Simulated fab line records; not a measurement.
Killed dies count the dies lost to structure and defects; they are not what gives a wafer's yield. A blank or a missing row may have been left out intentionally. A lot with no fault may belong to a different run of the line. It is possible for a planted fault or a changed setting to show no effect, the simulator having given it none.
fab line records	flow sfqLine
record: lots: 5	wafers: 23
route steps=325 shown L0@6 L0V@16 M0@29 I0@44 M1@59
startH: the number of hours between the record's first day and the start of the first shown wafer of the lot	waitH: time in hours since the lot's previous step	" same as the row above	L1.1+2: one row covering several wafers at once	- no value present, or no start provided	* or withheld: withheld	< > ~ a bound
route shown NAME@n: NAME is a module with steps in the file, n the number in the route of the first one	usual: the fault-free wafers' mean and standard deviation	same: alike in all rows	chamber/n: place in a boat	sites: readings site by site	_std_site: standard deviation of those values	_edge_site: mean of outer sites minus mean of inner sites	radiusMm: for every site, how far away it sits from the centre of the wafer	mask NAME#n: copy n	behind: the last tool/chamber to shape the wafer	hold: cause of the lot's hold/its duration in hours/its outcome	device: transistor that didn't switch, given as n, p or np	end of line: at the end of the route, the tests of the same wafers	a step given without rows: its recipe and nothing more	killed: count of dies lost to structure and defects at first sort (not the wafer's yield)	map: a wafer's dies, marking killed ones x, the rest . and places with no die _
set.NAME: the run value of the setting; set.NAME@STEP: its run value at that earlier step	model.NAME: the simulator's own value behind a step, which no gauge read
one table per step and one row per wafer, for lots whose settings were changed on purpose
== steps ==
step: SFQ_TRILAYER_L0_LITHO_COAT_010
recipe: resist: BARC	spinRpm: 3000	resistThkNm: 62
lot.wafer	tool	chamber	startH	waitH	set.spinRpm	model.BARC_of_TRILAYER_L0_LITHO_COAT_010.thkNm
L074.1	lithoTrack-03	0	12.74	0.1	3000	62.13
L074.2	"	0	"	"	2816	64.18
L074.3	"	0	"	"	3000	62.09
L074.4	"	0	"	"	3000	62.08
L074.5	"	0	"	"	2816	64.21
L077.1	lithoTrack-04	0	27.74	0.1	3000	61.84
L077.4	"	0	"	"	3000	61.95
L077.5	"	0	"	"	3000	61.93
L082.1	lithoTrack-01	0	52.74	0.1	2922	62.77
L082.2	"	0	"	"	2922	62.75
L082.3	"	0	"	"	3000	61.94
L082.4	"	0	"	"	3000	62.05
L082.5	"	0	"	"	2922	62.55
L084.1	lithoTrack-03	0	63.33	0.3	3179	60.13
L084.3	"	0	"	"	3000	61.81
L084.4	"	0	"	"	3179	59.95
L084.5	"	0	"	"	3000	61.6
L084.6	"	0	"	"	3000	61.84
L085.1	lithoTrack-04	0	67.74	0.1	3000	61.89
L085.2	"	0	"	"	3070	61.18
L085.3	"	0	"	"	3000	62.04
L085.4	"	0	"	"	3070	61.34
L085.6	"	0	"	"	3000	62.11
step: SFQ_TRILAYER_L0_BARC_OPEN_METAL_ETCH_010
recipe: maskMaterial: PR	chemistry: O2	targetDepthNm: 125	target: BARC	icpW: 600	biasW: 80	pressureMtorr: 10	timeS: 41.7
lot.wafer	tool	chamber	startH	waitH	set.icpW	model.KrF_of_TRILAYER_L0_LITHO_COAT_005.thkNm
L074.1	rieMetal-01	1	36.08	0.1	600	520.6
L074.2	"	0	"	"	600	523
L074.3	"	1	"	"	654	518.7
L074.4	"	0	"	"	654	518.1
L074.5	"	0	"	"	600	522
L077.1	rieMetal-04	1	54.08	0.1	600	524.7
L077.4	"	0	"	"	600	524
L077.5	"	1	"	"	600	524.4
L082.1	rieMetal-04	1	80.13	0.1	636.8	518.5
L082.2	"	0	"	"	600	522.3
L082.3	"	1	"	"	636.8	517.6
L082.4	"	0	"	"	636.8	519
L082.5	"	1	"	"	600	521.4
L084.1	rieMetal-03	1	88.53	0.1	600	520.2
L084.3	"	0	"	"	600	518.9
L084.4	"	1	"	"	600	521.9
L084.5+6	"	1,0	"	"	600	520
L085.1	rieMetal-03	1	94.53	0.1	668.7	518.8
L085.2	"	0	"	"	668.7	519.3
L085.3	"	1	"	"	600	524.7
L085.4	"	0	"	"	600	523.4
L085.6	"	1	"	"	668.7	520.2
step: SFQ_TRILAYER_L0_ETCH_METAL_ETCH_008
recipe: target: MoNx_KI	stopOn: SiO2	maskMaterial: PR	chemistry: SF6/O2	targetDepthNm: 50	icpW: 600	biasW: 80	pressureMtorr: 10	timeS: 25
lot.wafer	tool	chamber	startH	waitH	set.icpW@TRILAYER_L0_BARC_OPEN_METAL_ETCH_010	model.KrF_of_TRILAYER_L0_LITHO_COAT_005.thkNm
L074.1	rieMetal-01	1	36.14	0.0	600	479.2
L074.2	"	0	"	"	600	481.4
L074.3	"	1	"	"	654	477.2
L074.4	"	0	"	"	654	476.7
L074.5	"	0	"	"	600	480.3
L077.1	rieMetal-04	1	54.14	0.0	600	483.2
L077.4	"	0	"	"	600	481.8
L077.5	"	1	"	"	600	483.4
L082.1	rieMetal-04	1	80.19	0.0	636.8	476.7
L082.2	"	0	"	"	600	480.2
L082.3	"	1	"	"	636.8	476.3
L082.4	"	0	"	"	636.8	477
L082.5	"	1	"	"	600	480
L084.1+5	rieMetal-03	1	88.59	0.0	600	478.7
L084.3	"	0	"	"	600	477.1
L084.4	"	1	"	"	600	480.2
L084.6	"	0	"	"	600	478.3
L085.1	rieMetal-03	1	94.59	0.0	668.7	477.4
L085.2	"	0	"	"	668.7	477.7
L085.3	"	1	"	"	600	483.3
L085.4	"	0	"	"	600	481.5
L085.6	"	1	"	"	668.7	478.5
step: SFQ_TRILAYER_L0_CAP_PECVD_011
recipe: material: SiO2	tempC: 150	timeS: 13.333	pressureTorr: 2.4	rfW: 183.3	precursor: SiH4/N2O	targetThkNm: 60
lot.wafer	tool	chamber	startH	waitH	set.timeS	model.SiO2_of_TRILAYER_L0_CAP_PECVD_011.thkNm
L074.1	pecvd-02	2	37.14	0.0	13.333	58.7
L074.2	"	0	"	"	13.333	59.05
L074.3	"	1	"	"	15.14	67.82
L074.4	"	2	"	"	15.14	68.44
L074.5	"	0	"	"	15.14	68.68
L077.1	pecvd-02	1	54.96	0.0	13.333	58.27
L077.4	"	2	"	"	13.333	59.63
L077.5	"	1	"	"	13.333	59.25
L082.1	pecvd-01	0	81.01	0.0	15.05	66.67
L082.2	"	1	"	"	13.333	59.67
L082.3	"	2	"	"	13.333	59.16
L082.4	"	2	"	"	13.333	60.51
L082.5	"	0	"	"	15.05	67.72
L084.1	pecvd-02	0	89.41	0.0	13.333	58.65
L084.3	"	0	"	"	13.333	59.73
L084.4	"	2	"	"	14.07	62.94
L084.5	"	0	"	"	14.07	62.86
L084.6	"	2	"	"	14.07	62.51
L085.1	pecvd-02	1	95.41	0.0	13.333	58.93
L085.2	"	2	"	"	14.31	63.62
L085.3	"	0	"	"	13.333	58.72
L085.4	"	0	"	"	14.31	64.98
L085.6	"	2	"	"	14.31	65.22
step: SFQ_TRILAYER_L0_VIA_ETCH_VIA_ETCH_016
recipe: target: SiO2	stopOn: MoNx_KI	maskMaterial: PR	chemistry: CHF3	targetDepthNm: 80	sourceW: 500	biasW: 80	pressureMtorr: 30	timeS: withheld
usual: oesProductAu: 0.840/0.0078
lot.wafer	tool	chamber	startH	waitH	set.sourceW	set.timeS@TRILAYER_L0_CAP_PECVD_011	oesProductAu	model.L0V.featureDepthNm
L074.1	rieDiel-03	2	97.21	0.0	500	*	0.827	58.69
L074.2	"	1	"	"	550.8	*	0.838	59.33
L074.3	"	3	"	"	550.8	*	0.901	68.1
L074.4	"	0	"	"	500	*	0.910	68.42
L074.5	"	2	"	"	500	*	0.906	68.66
L077.1	rieDiel-01	2	118.81	0.0	500	*	0.825	58.26
L077.4	"	1	"	"	500	*	0.839	59.62
L077.5	"	2	"	"	500	*	0.836	59.24
L082.1	rieDiel-04	1	147.61	0.0	500	*	0.897	66.66
L082.2	"	0	"	"	500	*	0.842	59.65
L082.3	"	2	"	"	468.4	*	0.833	59.15
L082.4	"	3	"	"	500	*	0.854	60.5
L082.5	"	0	"	"	468.4	*	0.907	67.71
L084.1	rieDiel-03	0	159.71	0.0	551.3	*	0.834	58.93
L084.3	"	3	"	"	500	*	0.840	59.72
L084.4	"	1	"	"	500	*	0.866	62.93
L084.5	"	3	"	"	500	*	0.872	62.85
L084.6	"	2	"	"	551.3	*	0.853	62.79
L085.1	rieDiel-03	1	166.91	0.0	482.7	*	0.829	58.92
L085.2	"	3	"	"	482.7	*	0.871	63.61
L085.3	"	2	"	"	500	*	0.829	58.71
L085.4	"	0	"	"	500	*	0.882	64.97
L085.6	"	2	"	"	500	*	0.886	65.21
step: SFQ_TRILAYER_M0_DEP_SPUTTER_019
recipe: material: Nb	basePressurePa: 1.33e-06	chamberPressurePa: 0.1333	substrateTempC: 20	resputterCathodeVoltageV: 400	targetThkNm: 200	powerW: 2000	timeS: 133.3
lot.wafer	tool	chamber	startH	waitH	set.timeS	model.Nb_of_TRILAYER_M0_DEP_SPUTTER_019.thkNm
L074.1	pvdSputter-04	-	98.05	0.0	133.3	203.1
L074.2	"	-	"	"	148.5	223.8
L074.3	"	-	"	"	133.3	200.4
L074.4	"	-	"	"	148.5	225.5
L074.5	"	-	"	"	148.5	222.5
L077.1	pvdSputter-06	-	119.65	0.0	133.3	200.6
L077.4	"	-	"	"	133.3	200.9
L077.5	"	-	"	"	133.3	201.1
L082.1	pvdSputter-04	-	148.45	0.0	133.3	203.3
L082.2	"	-	"	"	133.3	203.8
L082.3	"	-	"	"	133.3	205.4
L082.4	"	-	"	"	133.3	204.5
L082.5	"	-	"	"	133.3	204.7
L084.1	pvdSputter-05	-	160.55	0.0	145.7	219.6
L084.3	"	-	"	"	133.3	203.5
L084.4	"	-	"	"	145.7	219.5
L084.5	"	-	"	"	133.3	199.9
L084.6	"	-	"	"	145.7	218.2
L085.1	pvdSputter-06	-	167.75	0.0	133.3	198
L085.2	"	-	"	"	122.2	180.6
L085.3	"	-	"	"	133.3	200.1
L085.4	"	-	"	"	133.3	197.6
L085.6	"	-	"	"	122.2	179.3
step: SFQ_M0_RS_MEAS_904
recipe: thkMeasGauge: four-point-probe	reads: Nb_of_TRILAYER_M0_DEP_SPUTTER_019
usual: M0_NB_RS: 0.884/0.0098
lot.wafer	tool	chamber	startH	waitH	set.timeS@TRILAYER_M0_DEP_SPUTTER_019	M0_NB_RS[ohm/sq]
L074.1	filmMetro-01	-	98.14	0.0	133.3	0.876
L074.2	"	-	"	"	148.5	0.794
L074.3	"	-	"	"	133.3	0.886
L074.4	"	-	"	"	148.5	0.788
L074.5	"	-	"	"	148.5	0.798
L077.1	filmMetro-01	-	119.74	0.0	133.3	0.886
L077.4	"	-	"	"	133.3	0.885
L077.5	"	-	"	"	133.3	0.882
L082.1	filmMetro-03	-	148.54	0.0	133.3	0.873
L082.2	"	-	"	"	133.3	0.870
L082.3	"	-	"	"	133.3	0.863
L082.4	"	-	"	"	133.3	0.870
L082.5	"	-	"	"	133.3	0.868
L084.1	filmMetro-01	-	160.64	0.0	145.7	0.811
L084.3	"	-	"	"	133.3	0.876
L084.4	"	-	"	"	145.7	0.810
L084.5	"	-	"	"	133.3	0.892
L084.6	"	-	"	"	145.7	0.817
L085.1	filmMetro-03	-	167.84	0.0	133.3	0.897
L085.2	"	-	"	"	122.2	0.985
L085.3	"	-	"	"	133.3	0.888
L085.4	"	-	"	"	133.3	0.899
L085.6	"	-	"	"	122.2	0.992
step: SFQ_TRILAYER_M0_LITHO_COAT_026
recipe: resist: BARC	spinRpm: 3000	resistThkNm: 62
lot.wafer	tool	chamber	startH	waitH	set.resistThkNm	model.BARC_of_TRILAYER_M0_LITHO_COAT_026.thkNm
L074.1	lithoTrack-02	0	98.32	0.1	62	61.94
L074.2	"	0	"	"	58.41	58.25
L074.3	"	0	"	"	58.41	58.24
L074.4	"	0	"	"	58.41	58.09
L074.5	"	0	"	"	62	61.64
L077.1	lithoTrack-02	0	119.92	0.1	62	61.78
L077.4	"	0	"	"	62	61.84
L077.5	"	0	"	"	62	61.98
L082.1	lithoTrack-02	0	148.72	0.1	63.37	63.51
L082.2	"	0	"	"	63.37	63.32
L082.3	"	0	"	"	62	62.13
L082.4	"	0	"	"	62	62.17
L082.5	"	0	"	"	62	62.02
L084.1	lithoTrack-03	0	160.83	0.1	62	62
L084.3	"	0	"	"	62	61.96
L084.4	"	0	"	"	62	62.12
L084.5	"	0	"	"	59.86	60.04
L084.6	"	0	"	"	59.86	59.88
L085.1	lithoTrack-02	0	168.02	0.1	62	62
L085.2	"	0	"	"	62	62.34
L085.3	"	0	"	"	62	62.31
L085.4	"	0	"	"	62	62.21
L085.6	"	0	"	"	62	62.19
step: SFQ_TRILAYER_M0_ETCH_METAL_ETCH_024
recipe: target: Nb	stopOn: SiO2	maskMaterial: PR	chemistry: Cl2/Ar	targetDepthNm: 240	icpW: 600	biasW: 80	pressureMtorr: 10	timeS: 120
usual: oesProductAu: 0.898/0.0074
lot.wafer	tool	chamber	startH	waitH	set.icpW	set.timeS@TRILAYER_L0_CAP_PECVD_011	set.timeS@TRILAYER_M0_DEP_SPUTTER_019	oesProductAu	model.SiO2_of_TRILAYER_L0_CAP_PECVD_011.thkNm	model.KrF_of_TRILAYER_M0_LITHO_COAT_021.thkNm
L074.1	rieMetal-03	0	169.32	0.0	600	13.333	133.3	0.914	53.69	382.3
L074.2	"	1	"	"	600	13.333	148.5	0.948	54.03	-
L074.3	"	1	"	"	661.1	15.14	133.3	0.889	60.76	370.7
L074.4	"	0	"	"	600	15.14	148.5	0.963	63.43	-
L074.5	"	1	"	"	661.1	15.14	148.5	0.954	61.63	-
L077.1	rieMetal-03	0	196.55	0.0	600	13.333	133.3	0.901	53.26	381.7
L077.4	"	0	"	"	600	13.333	133.3	0.898	54.62	381.8
L077.5	"	1	"	"	600	13.333	133.3	0.894	54.24	384.3
L082.1	rieMetal-03	0	229.50	0.0	645.2	15.05	133.3	0.902	60.14	371.6
L082.2	"	1	"	"	600	13.333	133.3	0.904	54.65	381.9
L082.3	"	0	"	"	645.2	13.333	133.3	0.913	52.61	370.2
L082.4	"	1	"	"	600	13.333	133.3	0.906	55.5	380.3
L082.5	"	0	"	"	600	15.05	133.3	0.906	62.71	378.6
L084.1	rieMetal-02	0	242.70	0.0	530.6	13.333	145.7	0.917	53.63	-
L084.3	"	0	"	"	600	13.333	133.3	0.901	54.72	387.4
L084.4	"	1	"	"	600	14.07	145.7	0.944	57.93	-
L084.5	"	1	"	"	530.6	14.07	133.3	0.895	57.85	398.4
L084.6	"	0	"	"	530.6	14.07	145.7	0.928	57.5	-
L085.1	rieMetal-03	1	249.90	0.0	600	13.333	133.3	0.893	53.92	384.8
L085.2	"	0	"	"	554.4	14.31	122.2	0.848	58.61	-
L085.3	"	1	"	"	554.4	13.333	133.3	0.882	53.71	394.1
L085.4	"	0	"	"	554.4	14.31	133.3	0.890	59.97	392.3
L085.6	"	0	"	"	600	14.31	122.2	0.827	60.21	-
step: SFQ_TRILAYER_I0_CMP_CMP_028
recipe: material: SiO2	downForcePsi: 3	platenRpm: 60	padVelocityMS: 0.94248
lot.wafer	tool	chamber	startH	waitH	set.leaveAboveRefNm	model.SiO2_of_TRILAYER_I0_DEP_PECVD_027.thkNm
L074.4	cmp-01	3	172.67	2.4	200	199.8
L074.2	"	0	"	"	207.4	208
L074.3	"	1	"	"	200	198.5
L074.1	"	2	"	"	207.4	206.8
L074.5	"	0	175.17	4.9	207.4	207.2
L077.1	cmp-02	2	198.15	0.7	200	201.2
L077.4	"	3	"	"	200	200.1
L077.5	"	3	200.65	3.1	200	199.8
L082.4	cmp-02	2	232.96	2.5	200	201.6
L082.2	"	3	"	"	211.8	211.9
L082.1	"	0	"	"	200	200.3
L082.3	"	1	"	"	211.8	212.9
L082.5	"	3	235.46	5.0	200	201
L084.4	cmp-01	1	246.67	3.0	200	197.1
L084.1	"	2	"	"	200	198.9
L084.3	"	3	"	"	210.5	208.7
L084.5	"	1	248.67	5.0	200	197.9
L084.6	"	2	"	"	210.5	209.3
L085.1	cmp-02	0	253.96	3.1	205.1	205.8
L085.4	"	1	"	"	200	200.3
L085.2	"	2	"	"	205.1	206.8
L085.3	"	3	"	"	200	200.9
L085.6	"	0	"	"	205.1	205.1
step: SFQ_TRILAYER_I0_METRO_MEASURE_029
usual: thkNm: 199.6/1.3
lot.wafer	tool	chamber	startH	waitH	set.leaveAboveRefNm@TRILAYER_I0_CMP_CMP_028	thkNm
L074.1	filmMetro-02	-	175.79	0.1	207.4	206.7
L074.2	"	-	"	"	207.4	208.2
L074.3	"	-	"	"	200	198.6
L074.4	"	-	"	"	200	199.7
L074.5	"	-	"	"	207.4	207.3
L077.1	filmMetro-01	-	201.27	0.1	200	201.3
L077.4	"	-	"	"	200	200.1
L077.5	"	-	"	"	200	199.7
L082.1	filmMetro-01	-	236.08	0.1	200	200.3
L082.2	"	-	"	"	211.8	212.0
L082.3	"	-	"	"	211.8	213.0
L082.4	"	-	"	"	200	201.6
L082.5	"	-	"	"	200	201.0
L084.1	filmMetro-03	-	249.79	0.1	200	198.9
L084.3	"	-	"	"	210.5	208.7
L084.4	"	-	"	"	200	197.0
L084.5	"	-	"	"	200	197.9
L084.6	"	-	"	"	210.5	209.3
L085.1	filmMetro-02	-	257.08	0.1	205.1	205.8
L085.2	"	-	"	"	205.1	206.8
L085.3	"	-	"	"	200	200.9
L085.4	"	-	"	"	200	200.3
L085.6	"	-	"	"	205.1	205.1
step: SFQ_TRILAYER_I0_VIA_ETCH_VIA_ETCH_034
recipe: target: SiO2	stopOn: Nb	maskMaterial: PR	taperDeg: 20	chemistry: CHF3	targetDepthNm: 260	sourceW: 500	biasW: 80	pressureMtorr: 30	timeS: withheld
usual: oesProductAu: 0.854/0.0055
lot.wafer	tool	chamber	startH	waitH	set.biasW	set.leaveAboveRefNm@TRILAYER_I0_CMP_CMP_028	oesProductAu	model.I0.featureDepthNm
L074.1	rieDiel-01	3	206.01	0.0	73.28	207.4	0.873	206.8
L074.2	"	0	"	"	80	207.4	0.872	208
L074.3	"	2	"	"	73.28	200	0.842	198.5
L074.4	"	1	"	"	80	200	0.861	199.8
L074.5	"	0	"	"	73.28	207.4	0.866	207.2
L077.1	rieDiel-04	1	236.41	0.0	80	200	0.862	201.2
L077.4	"	1	"	"	80	200	0.856	200.1
L077.5	"	3	"	"	80	200	0.852	199.8
L082.1	rieDiel-02	1	272.21	0.0	80	200	0.850	200.3
L082.2	"	0	"	"	89.21	211.8	0.888	212.8
L082.3	"	2	"	"	80	211.8	0.886	212.9
L082.4	"	3	"	"	80	200	0.858	201.6
L082.5	"	0	"	"	89.21	200	0.857	201.9
L084.1	rieDiel-04	0	290.63	0.0	80	200	0.847	198.9
L084.3	"	1	"	"	89.51	210.5	0.880	209.6
L084.4	"	3	"	"	89.51	200	0.845	198
L084.5	"	1	"	"	80	200	0.846	197.9
L084.6	"	0	"	"	89.51	210.5	0.870	210.3
L085.1	rieDiel-04	2	297.83	0.0	80	205.1	0.871	205.8
L085.2	"	0	"	"	82.62	205.1	0.866	207.1
L085.3	"	1	"	"	80	200	0.854	200.9
L085.4	"	3	"	"	82.62	200	0.854	200.6
L085.6	"	2	"	"	82.62	205.1	0.861	205.3
step: SFQ_TRILAYER_M1_DEP_SPUTTER_037
recipe: material: Nb	basePressurePa: 1.33e-06	chamberPressurePa: 0.1333	substrateTempC: 20	resputterCathodeVoltageV: 400	targetThkNm: 200	powerW: 2000	timeS: 133.3
lot.wafer	tool	chamber	startH	waitH	set.timeS	model.Nb_of_TRILAYER_M1_DEP_SPUTTER_037.thkNm
L074.1	pvdSputter-04	-	206.93	0.0	133.3	198.7
L074.2	"	-	"	"	133.3	199.6
L074.3	"	-	"	"	133.3	199.4
L074.4	"	-	"	"	133.3	200.7
L074.5	"	-	"	"	133.3	199.2
L077.1	pvdSputter-06	-	237.33	0.0	133.3	198.4
L077.4	"	-	"	"	133.3	199.3
L077.5	"	-	"	"	133.3	197.9
L082.1	pvdSputter-04	-	273.14	0.0	116	174.4
L082.2	"	-	"	"	133.3	200.1
L082.3	"	-	"	"	133.3	199.4
L082.4	"	-	"	"	133.3	199.8
L082.5	"	-	"	"	116	172.5
L084.1	pvdSputter-06	-	291.55	0.0	151.9	228.9
L084.3	"	-	"	"	151.9	229.2
L084.4	"	-	"	"	133.3	200.2
L084.5	"	-	"	"	133.3	202
L084.6	"	-	"	"	133.3	198.5
L085.1	pvdSputter-04	-	298.75	0.0	133.3	201.4
L085.2	"	-	"	"	133.3	202.1
L085.3	"	-	"	"	118.3	181.9
L085.4	"	-	"	"	133.3	202.6
L085.6	"	-	"	"	118.3	178.8
step: SFQ_M1_RS_MEAS_909
recipe: thkMeasGauge: four-point-probe	reads: Nb_of_TRILAYER_M1_DEP_SPUTTER_037
usual: M1_NB_RS: 0.890/0.0092
lot.wafer	tool	chamber	startH	waitH	set.timeS@TRILAYER_M1_DEP_SPUTTER_037	M1_NB_RS[ohm/sq]
L074.1	filmMetro-02	-	207.02	0.0	133.3	0.898
L074.2	"	-	"	"	133.3	0.891
L074.3	"	-	"	"	133.3	0.893
L074.4	"	-	"	"	133.3	0.887
L074.5	"	-	"	"	133.3	0.896
L077.1	filmMetro-04	-	237.42	0.0	133.3	0.897
L077.4	"	-	"	"	133.3	0.891
L077.5	"	-	"	"	133.3	0.896
L082.1	filmMetro-02	-	273.23	0.0	116	1.025
L082.2	"	-	"	"	133.3	0.891
L082.3	"	-	"	"	133.3	0.896
L082.4	"	-	"	"	133.3	0.893
L082.5	"	-	"	"	116	1.036
L084.1	filmMetro-04	-	291.64	0.0	151.9	0.774
L084.3	"	-	"	"	151.9	0.772
L084.4	"	-	"	"	133.3	0.886
L084.5	"	-	"	"	133.3	0.879
L084.6	"	-	"	"	133.3	0.893
L085.1	filmMetro-04	-	298.84	0.0	133.3	0.880
L085.2	"	-	"	"	133.3	0.879
L085.3	"	-	"	"	118.3	0.975
L085.4	"	-	"	"	133.3	0.876
L085.6	"	-	"	"	118.3	0.994
== key ==
split: step: SFQ_TRILAYER_L0_LITHO_COAT_010	setting: spinRpm	stated: 3000	by: wafer
response: step: SFQ_TRILAYER_L0_LITHO_COAT_010	reading: model.BARC_of_TRILAYER_L0_LITHO_COAT_010.thkNm	change: -0.312	per: 1%	r: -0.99
split: step: SFQ_TRILAYER_L0_BARC_OPEN_METAL_ETCH_010	setting: icpW	stated: 600	by: wafer
response: step: SFQ_TRILAYER_L0_BARC_OPEN_METAL_ETCH_010	reading: model.KrF_of_TRILAYER_L0_LITHO_COAT_005.thkNm	change: -0.422	per: 1%	r: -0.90
response: step: SFQ_TRILAYER_L0_ETCH_METAL_ETCH_008	reading: model.KrF_of_TRILAYER_L0_LITHO_COAT_005.thkNm	change: -0.411	per: 1%	r: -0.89
split: step: SFQ_TRILAYER_L0_CAP_PECVD_011	setting: timeS	stated: 13.333	by: wafer
response: step: SFQ_TRILAYER_L0_CAP_PECVD_011	reading: model.SiO2_of_TRILAYER_L0_CAP_PECVD_011.thkNm	change: +0.658	per: 1%	r: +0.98
response: step: SFQ_TRILAYER_L0_VIA_ETCH_VIA_ETCH_016	reading: oesProductAu	change: +0.00524	per: 1%	r: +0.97
response: step: SFQ_TRILAYER_L0_VIA_ETCH_VIA_ETCH_016	reading: model.L0V.featureDepthNm	change: +0.656	per: 1%	r: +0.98
response: step: SFQ_TRILAYER_M0_ETCH_METAL_ETCH_024	reading: model.SiO2_of_TRILAYER_L0_CAP_PECVD_011.thkNm	change: +0.609	per: 1%	r: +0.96
split: step: SFQ_TRILAYER_L0_VIA_ETCH_VIA_ETCH_016	setting: sourceW	stated: 500	by: wafer
response none clear
split: step: SFQ_TRILAYER_M0_DEP_SPUTTER_019	setting: timeS	stated: 133.3	by: wafer
response: step: SFQ_TRILAYER_M0_DEP_SPUTTER_019	reading: model.Nb_of_TRILAYER_M0_DEP_SPUTTER_019.thkNm	change: +1.99	per: 1%	r: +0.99
response: step: SFQ_M0_RS_MEAS_904	reading: M0_NB_RS	change: -0.00854	per: 1%	r: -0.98
response: step: SFQ_TRILAYER_M0_ETCH_METAL_ETCH_024	reading: oesProductAu	change: +0.00464	per: 1%	r: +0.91
split: step: SFQ_TRILAYER_M0_LITHO_COAT_026	setting: resistThkNm	stated: 62	by: wafer
response: step: SFQ_TRILAYER_M0_LITHO_COAT_026	reading: model.BARC_of_TRILAYER_M0_LITHO_COAT_026.thkNm	change: +0.613	per: 1%	r: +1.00
split: step: SFQ_TRILAYER_M0_ETCH_METAL_ETCH_024	setting: icpW	stated: 600	by: wafer
response: step: SFQ_TRILAYER_M0_ETCH_METAL_ETCH_024	reading: model.KrF_of_TRILAYER_M0_LITHO_COAT_021.thkNm	change: -1.11	per: 1%	r: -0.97
split: step: SFQ_TRILAYER_I0_CMP_CMP_028	setting: leaveAboveRefNm	stated: 200	by: wafer
response: step: SFQ_TRILAYER_I0_CMP_CMP_028	reading: model.SiO2_of_TRILAYER_I0_DEP_PECVD_027.thkNm	change: +2.05	per: 1%	r: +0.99
response: step: SFQ_TRILAYER_I0_METRO_MEASURE_029	reading: thkNm	change: +2.06	per: 1%	r: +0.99
response: step: SFQ_TRILAYER_I0_VIA_ETCH_VIA_ETCH_034	reading: oesProductAu	change: +0.00535	per: 1%	r: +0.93
response: step: SFQ_TRILAYER_I0_VIA_ETCH_VIA_ETCH_034	reading: model.I0.featureDepthNm	change: +2.1	per: 1%	r: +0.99
split: step: SFQ_TRILAYER_I0_VIA_ETCH_VIA_ETCH_034	setting: biasW	stated: 80	by: wafer
response none clear
split: step: SFQ_TRILAYER_M1_DEP_SPUTTER_037	setting: timeS	stated: 133.3	by: wafer
response: step: SFQ_TRILAYER_M1_DEP_SPUTTER_037	reading: model.Nb_of_TRILAYER_M1_DEP_SPUTTER_037.thkNm	change: +2.02	per: 1%	r: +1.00
response: step: SFQ_M1_RS_MEAS_909	reading: M1_NB_RS	change: -0.0093	per: 1%	r: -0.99
